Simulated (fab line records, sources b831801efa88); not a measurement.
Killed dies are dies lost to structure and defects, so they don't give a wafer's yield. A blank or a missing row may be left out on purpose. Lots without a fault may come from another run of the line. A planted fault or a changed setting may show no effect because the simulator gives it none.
fab line records | flow sky130
record lots=14 wafers=40 last_day=50
route steps=708 shown VT_ADJUST_PCH@153 SONOS_TUNNEL@162 SPACER@305 SD_N@348 PAD_OPEN@708
lots that met no fault: from a run of the same line without faults
start_h: hours from the record's first day to the start of the lot's first wafer shown | wait_h: hours since the lot's step before | " the same as in the row above | L1.1+2: a row that stands for several wafers | - no value, or no start given | * or withheld: withheld | < > ~ a bound
route shown NAME@n: a module of which the file shows steps, and the number in the route of the first | usual: mean/standard deviation of fault-free wafers | same: alike in all rows | chamber/n: place in a boat | sites: the reading at each site | _std_site: their standard deviation | _edge_site: outer sites' mean less inner sites' | radius_mm: how far each site lies from the wafer's centre | mask NAME#n: copy n | behind: the tool/chamber that last shaped the wafer | hold: why the lot was held/for how many hours/how that ended | device: the transistor (n, p or np) that didn't switch | end of line: the same wafers' tests at the end of the route | a step without rows: its recipe alone | killed: dies lost to structure and defects at the first sort, not the wafer's yield | map: a wafer's dies, x killed, . not, _ none there
set.NAME: the setting as run; set.NAME@STEP: as run at that earlier step | model.NAME: the simulator's own value behind a step, which no gauge read
steps of the route over a sample of lots; a table a step, a row a wafer
## steps
# step SKY_VT_ADJUST_PCH_TW_MEAS_10
# usual VT_ADJUST_PCH_TW=142.3/1.1
# columns lot.wafer tool chamber start_h wait_h VT_ADJUST_PCH_TW
L967.4 film_metro-03 - 231.07 0.1 143.3
L967.5 " - " " 143.2
L967.6 " - " " 144.7
L970.1 film_metro-02 - 262.67 0.1 140.8
L970.2 " - " " 141.3
L970.5 " - " " 142.4
L971.3 film_metro-02 - 266.07 0.1 142.0
L971.5 " - " " 142.2
L972.1 film_metro-03 - 270.20 0.1 143.1
L972.3 " - " " 143.5
L972.4 " - " " 143.8
L975.1 film_metro-02 - 293.20 0.1 142.0
L975.4 " - " " 141.7
L977.1 film_metro-04 - 310.80 0.1 142.7
L977.3 " - " " 142.3
L977.5 " - " " 142.2
L979.1 film_metro-02 - 323.20 0.1 140.6
L979.2 " - " " 141.5
L979.6 " - " " 141.2
L982.2 film_metro-03 - 344.48 0.1 144.1
L982.4 " - " " 143.7
L982.5 " - " " 143.2
L983.4 film_metro-02 - 354.08 0.1 141.5
L983.5 " - " " 141.5
L983.6 " - " " 140.6
L985.1 film_metro-03 - 374.50 0.1 142.2
L985.5 " - " " 142.8
L985.6 " - " " 142.2
L986.1 film_metro-03 - 378.05 0.1 143.5
L986.2 " - " " 141.3
L986.3 " - " " 142.9
L987.3 film_metro-04 - 381.72 0.1 140.7
L987.4 " - " " 140.9
L987.5 " - " " 141.1
L988.2 film_metro-03 - 391.96 0.1 143.6
L988.4 " - " " 144.2
L988.6 " - " " 143.7
L989.1 film_metro-02 - 398.80 0.1 141.8
L989.3 " - " " 142.7
L989.6 " - " " 141.2
# step SKY_SONOS_TUNNEL_OVL_MEAS_08
# usual SONOS_TUNNEL_OVL=0.9/1.6
# columns lot.wafer tool chamber start_h wait_h SONOS_TUNNEL_OVL[nm]
L967.4 overlay-01 - 254.47 0.1 -2.4
L967.5 " - " " -1.1
L967.6 " - " " -0.1
L970.1 overlay-01 - 287.89 0.1 -0.2
L970.2 " - " " -0.5
L970.5 " - " " -1.1
L971.3 overlay-02 - 290.91 0.1 1.7
L971.5 " - " " 1.7
L972.1 overlay-02 - 295.60 0.1 0.4
L972.3 " - " " 2.8
L972.4 " - " " 0.3
L975.1 overlay-01 - 318.35 0.1 3.4
L975.4 " - " " 3.6
L977.1 overlay-02 - 336.79 0.1 -0.6
L977.3 " - " " -2.4
L977.5 " - " " -1.9
L979.1 overlay-02 - 350.20 0.1 0.2
L979.2 " - " " -1.8
L979.6 " - " " 0.6
L982.2 overlay-01 - 372.36 0.1 2.6
L982.4 " - " " 1.6
L982.5 " - " " 0.5
L983.4 overlay-02 - 381.91 0.1 2.5
L983.5 " - " " 1.6
L983.6 " - " " 1.0
L985.1 overlay-02 - 401.93 0.1 -1.2
L985.5 " - " " 0.0
L985.6 " - " " 1.2
L986.1 overlay-02 - 406.43 0.1 1.0
L986.2 " - " " -0.4
L986.3 " - " " -0.7
L987.3 overlay-02 - 409.75 0.1 1.3
L987.4 " - " " 1.5
L987.5 " - " " 0.5
L988.2 overlay-02 - 421.09 0.1 0.1
L988.4 " - " " -0.5
L988.6 " - " " -0.2
L989.1 overlay-02 - 428.43 0.1 0.4
L989.3 " - " " 0.9
L989.6 " - " " 0.6
# step SKY_SPACER_THK_MEAS_01
# recipe reads=Si3N4_of_SPACER_CVD_00
# usual SPACER_CVD_00_THK=43.2/0.44
# columns lot.wafer tool chamber start_h wait_h SPACER_CVD_00_THK[nm]
L967.4 film_metro-01 - 534.52 0.0 42.8
L967.5 " - " " 42.4
L967.6 " - " " 42.8
L970.1 film_metro-02 - 571.19 0.0 43.2
L970.2 " - " " 43.3
L970.5 " - " " 43.3
L971.3 film_metro-02 - 578.29 0.0 43.1
L971.5 " - " " 43.0
L972.1 film_metro-01 - 583.23 0.0 43.1
L972.3 " - " " 42.8
L972.4 " - " " 42.9
L975.1 film_metro-02 - 609.27 0.0 43.6
L975.4 " - " " 43.4
L977.1 film_metro-03 - 621.77 0.0 43.2
L977.3 " - " " 43.5
L977.5 " - " " 43.7
L979.1 film_metro-01 - 642.76 0.0 43.6
L979.2 " - " " 43.7
L979.6 " - " " 43.6
L982.2 film_metro-02 - 663.93 0.0 42.8
L982.4 " - " " 43.0
L982.5 " - " " 43.6
L983.4 film_metro-01 - 671.87 0.0 42.9
L983.5 " - " " 43.1
L983.6 " - " " 43.1
L985.1 film_metro-01 - 686.57 0.0 42.5
L985.5 " - " " 42.6
L985.6 " - " " 42.7
L986.1 film_metro-01 - 693.49 0.0 43.9
L986.2 " - " " 44.2
L986.3 " - " " 43.7
L987.3 film_metro-01 - 704.39 0.0 43.1
L987.4 " - " " 42.7
L987.5 " - " " 42.7
L988.2 film_metro-01 - 706.53 0.0 43.2
L988.4 " - " " 43.6
L988.6 " - " " 43.0
L989.1 film_metro-03 - 713.55 0.0 42.6
L989.3 " - " " 42.4
L989.6 " - " " 42.3
# step SKY_SD_N_DEVELOP_06
# recipe resist=NOVOLAK developer=TMAH develop_time_s=60 dev_temp_c=23
# usual developer_temp_C=23.00/0.11
# columns lot.wafer tool chamber start_h wait_h developer_temp_C
L967.4 litho_track-01 0 653.34 0.1 22.85
L967.5 " 0 " " 22.89
L967.6 " 0 " " 22.96
L970.1 litho_track-01 0 687.31 0.1 22.77
L970.2 " 0 " " 22.89
L970.5 " 0 " " 22.84
L971.3 litho_track-01 0 695.46 0.1 23.03
L971.5 " 0 " " 22.84
L972.1 litho_track-01 0 698.86 0.1 22.96
L972.3 " 0 " " 22.92
L972.4 " 0 " " 22.96
L975.1 litho_track-01 0 723.56 0.1 23.02
L975.4 " 0 " " 22.93
L977.1 litho_track-04 0 736.27 0.1 22.90
L977.3 " 0 " " 23.02
L977.5 " 0 " " 23.00
L979.1 litho_track-03 0 755.92 0.1 23.04
L979.2 " 0 " " 23.14
L979.6 " 0 " " 23.15
L982.2 litho_track-01 0 776.14 0.1 22.87
L982.4 " 0 " " 22.79
L982.5 " 0 " " 22.81
L983.4 litho_track-01 0 783.29 0.1 22.84
L983.5 " 0 " " 22.77
L983.6 " 0 " " 22.88
L985.1 litho_track-03 0 795.82 0.1 23.09
L985.5 " 0 " " 23.03
L985.6 " 0 " " 22.93
L986.1 litho_track-01 0 803.71 0.1 23.13
L986.2 " 0 " " 23.17
L986.3 " 0 " " 23.12
L987.3 litho_track-03 0 811.97 0.1 23.06
L987.4 " 0 " " 23.13
L987.5 " 0 " " 23.33
L988.2 litho_track-03 0 814.74 0.1 23.07
L988.4 " 0 " " 23.05
L988.6 " 0 " " 22.87
L989.1 litho_track-04 0 820.52 0.1 22.93
L989.3 " 0 " " 22.96
L989.6 " 0 " " 22.90
# step SKY_SD_N_CD_MEAS_07
# recipe target_cd_nm=380
# usual cd_nm=379.3/2.3
# columns lot.wafer tool chamber start_h wait_h cd_nm
L967.4 cd_sem-02 - 653.47 0.1 378.8
L967.5 " - " " 379.6
L967.6 " - " " 377.7
L970.1 cd_sem-02 - 687.46 0.1 379.4
L970.2 " - " " 383.1
L970.5 " - " " 380.5
L971.3 cd_sem-02 - 695.60 0.1 375.7
L971.5 " - " " 272.0
L972.1 cd_sem-02 - 699.01 0.1 274.2
L972.3 " - " " 377.0
L972.4 " - " " 381.4
L975.1 cd_sem-01 - 723.71 0.1 277.7
L975.4 " - " " 383.2
L977.1 cd_sem-01 - 736.42 0.1 378.7
L977.3 " - " " 378.6
L977.5 " - " " 379.0
L979.1 cd_sem-02 - 756.07 0.1 375.8
L979.2 " - " " 375.0
L979.6 " - " " 377.7
L982.2 cd_sem-01 - 776.28 0.1 379.2
L982.4 " - " " 377.4
L982.5 " - " " 375.5
L983.4 cd_sem-02 - 783.42 0.1 379.7
L983.5 " - " " 381.9
L983.6 " - " " 378.4
L985.1 cd_sem-02 - 795.97 0.1 381.2
L985.5 " - " " 384.5
L985.6 " - " " 380.9
L986.1 cd_sem-02 - 803.86 0.1 379.2
L986.2 " - " " 379.8
L986.3 " - " " 376.1
L987.3 cd_sem-02 - 812.11 0.1 382.7
L987.4 " - " " 382.8
L987.5 " - " " 381.0
L988.2 cd_sem-02 - 814.89 0.1 379.1
L988.4 " - " " 379.7
L988.6 " - " " 382.0
L989.1 cd_sem-01 - 820.67 0.1 377.2
L989.3 " - " " 378.8
L989.6 " - " " 378.3
# step SKY_PAD_OPEN_PROBE_99
# usual killed_at_M0_to_M3=42/6.1 killed_at_M4_up=3.4/2 killed_at_contacts=23/4.8 killed_at_front_end=15/3.8 killed_at_other=0.3/0.48 killed_dies=84/8.5 killed_on_rim=16/3.9 killed_open=46/6.8 killed_short=38/6.2
# same gross_dies=492 killed_at_back_side=0
# columns lot.wafer tool chamber start_h wait_h killed_at_M0_to_M3 killed_at_M4_up killed_at_contacts killed_at_front_end killed_at_other killed_dies killed_on_rim killed_open killed_short
L985.1 prober-01 - 1183.64 0.1 46 3 19 15 0 83 13 46 36
L985.5 prober-01 - 1183.84 0.2 32 2 34 14 0 82 16 43 39
L985.6 prober-01 - 1183.89 0.2 46 1 23 15 1 86 19 48 37
L986.2 prober-02 - 1188.54 0.1 42 1 25 17 1 86 24 45 41
L987.3 prober-01 - 1192.27 0.2 51 3 31 11 0 96 24 58 37
L987.4 prober-01 - 1192.32 0.2 42 2 28 20 0 92 14 51 40
L987.5 prober-01 - 1192.37 0.2 43 9 26 17 0 95 16 47 48
L988.2 prober-02 - 1194.38 0.1 46 2 26 20 0 94 17 42 51
L988.4 prober-02 - 1194.48 0.2 37 3 31 11 0 82 15 43 39
L988.6 prober-02 - 1194.58 0.2 38 2 21 14 0 75 12 38 37
L989.3 prober-01 - 1198.13 0.2 30 4 33 15 0 82 16 55 27
L989.6 prober-01 - 1198.28 0.2 43 4 18 13 0 78 15 43 35
# killed by level:class
L985.1 METAL2:geometric_particle:short=9 VIA1:geometric_particle:open=8 VIA3:geometric_particle:open=8 CONTACT:geometric_particle:open=6 VIA2:geometric_particle:open=6 LI_CONTACT:geometric_particle:open=5 METAL3:geometric_particle:short=4 FIELD_ISO:geometric_particle:open=3
L985.5 CONTACT:geometric_particle:open=12 VIA3:geometric_particle:open=9 LI_CONTACT:geometric_particle:open=7 LOCAL_INTERCONNECT:geometric_particle:short=7 LI_CONTACT:geometric_particle:short=5 METAL1:geometric_particle:short=5 FIELD_ISO:geometric_particle:open=4 POLY_GATE:geometric_particle:short=4
L985.6 CONTACT:geometric_particle:open=14 VIA1:geometric_particle:open=12 VIA3:geometric_particle:open=8 LOCAL_INTERCONNECT:geometric_particle:short=5 VIA2:geometric_particle:short=5 FIELD_ISO:geometric_particle:open=4 METAL1:geometric_particle:short=4 VIA2:geometric_particle:open=4
L986.2 METAL1:geometric_particle:short=10 CONTACT:geometric_particle:open=9 VIA1:geometric_particle:open=8 LI_CONTACT:geometric_particle:open=7 VIA2:geometric_particle:open=7 VIA3:geometric_particle:open=5 VIA2:geometric_particle:short=5 CONTACT:geometric_particle:short=4
L987.3 VIA1:geometric_particle:open=18 CONTACT:geometric_particle:open=12 LI_CONTACT:geometric_particle:open=7 METAL1:geometric_particle:short=7 VIA2:geometric_particle:open=6 VIA3:geometric_particle:open=5 VIA3:geometric_particle:short=5 FIELD_ISO:geometric_particle:short=4
L987.4 LI_CONTACT:geometric_particle:open=7 VIA1:geometric_particle:short=7 CONTACT:geometric_particle:open=7 VIA1:geometric_particle:open=7 VIA3:geometric_particle:open=7 FIELD_ISO:geometric_particle:open=6 LOCAL_INTERCONNECT:geometric_particle:short=6 VIA2:geometric_particle:open=6
L987.5 VIA1:geometric_particle:open=12 VIA1:geometric_particle:short=8 METAL4:geometric_particle:short=7 LI_CONTACT:geometric_particle:open=6 CONTACT:geometric_particle:open=6 FIELD_ISO:geometric_particle:open=5 LI_CONTACT:geometric_particle:short=5 CONTACT:geometric_particle:short=5
L988.2 CONTACT:geometric_particle:short=9 METAL2:geometric_particle:short=9 METAL1:geometric_particle:short=8 CONTACT:geometric_particle:open=7 VIA1:geometric_particle:open=7 POLY_GATE:geometric_particle:short=5 LI_CONTACT:geometric_particle:open=5 VIA2:geometric_particle:open=5
L988.4 METAL1:geometric_particle:short=12 LI_CONTACT:geometric_particle:open=10 CONTACT:geometric_particle:short=7 CONTACT:geometric_particle:open=7 VIA2:geometric_particle:open=6 VIA3:geometric_particle:open=6 FIELD_ISO:geometric_particle:open=4 LOCAL_INTERCONNECT:geometric_particle:short=4
L988.6 CONTACT:geometric_particle:open=7 VIA1:geometric_particle:open=6 METAL1:geometric_particle:short=5 LOCAL_INTERCONNECT:geometric_particle:short=5 VIA2:geometric_particle:open=5 FIELD_ISO:geometric_particle:short=4 FIELD_ISO:geometric_particle:open=4 VIA3:geometric_particle:short=4
L989.3 LI_CONTACT:geometric_particle:open=11 CONTACT:geometric_particle:open=10 VIA3:geometric_particle:open=10 FIELD_ISO:geometric_particle:open=7 VIA1:geometric_particle:open=5 CONTACT:geometric_particle:short=4 VIA3:geometric_particle:short=4 FIELD_ISO:geometric_particle:short=3
L989.6 CONTACT:geometric_particle:open=11 VIA1:geometric_particle:open=9 VIA3:geometric_particle:open=9 METAL1:geometric_particle:short=6 METAL2:geometric_particle:short=4 VIA2:geometric_particle:short=4 FIELD_ISO:geometric_particle:open=3 FIELD_ISO:geometric_particle:short=3
## key
first_sign step=SKY_SD_N_CD_MEAS_07 reading=cd_nm direction=down sigmas=46 usual=379.3 struck=274.6
effect none on later readings
met_at SKY_SD_N_DEVELOP_06
struck_lots L971,L972,L975
struck_wafers L971.5,L972.1,L975.1
tester_left_out L971,L972,L975
not_acting_at SKY_VT_ADJUST_PCH_TW_MEAS_10,SKY_SONOS_TUNNEL_OVL_MEAS_08,SKY_SPACER_THK_MEAS_01
onset_between 687.31 695.46
fault kind=process_parameter_drift tool=litho_track-01 chamber=- onset_h=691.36 steps=SKY_SD_N_DEVELOP_06 channel=develop_time_s offset=* shape=step end_h=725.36 scope=struck_wafers_only acts_in=* stated=*
# tester_left_out: of these lots the tester's yield and bins aren't shown, on N5 and GAA mostly nor the transistor test; their killed dies are dies lost to structure and defects alone, not to doping, threshold or leakage, so they don't give the yield
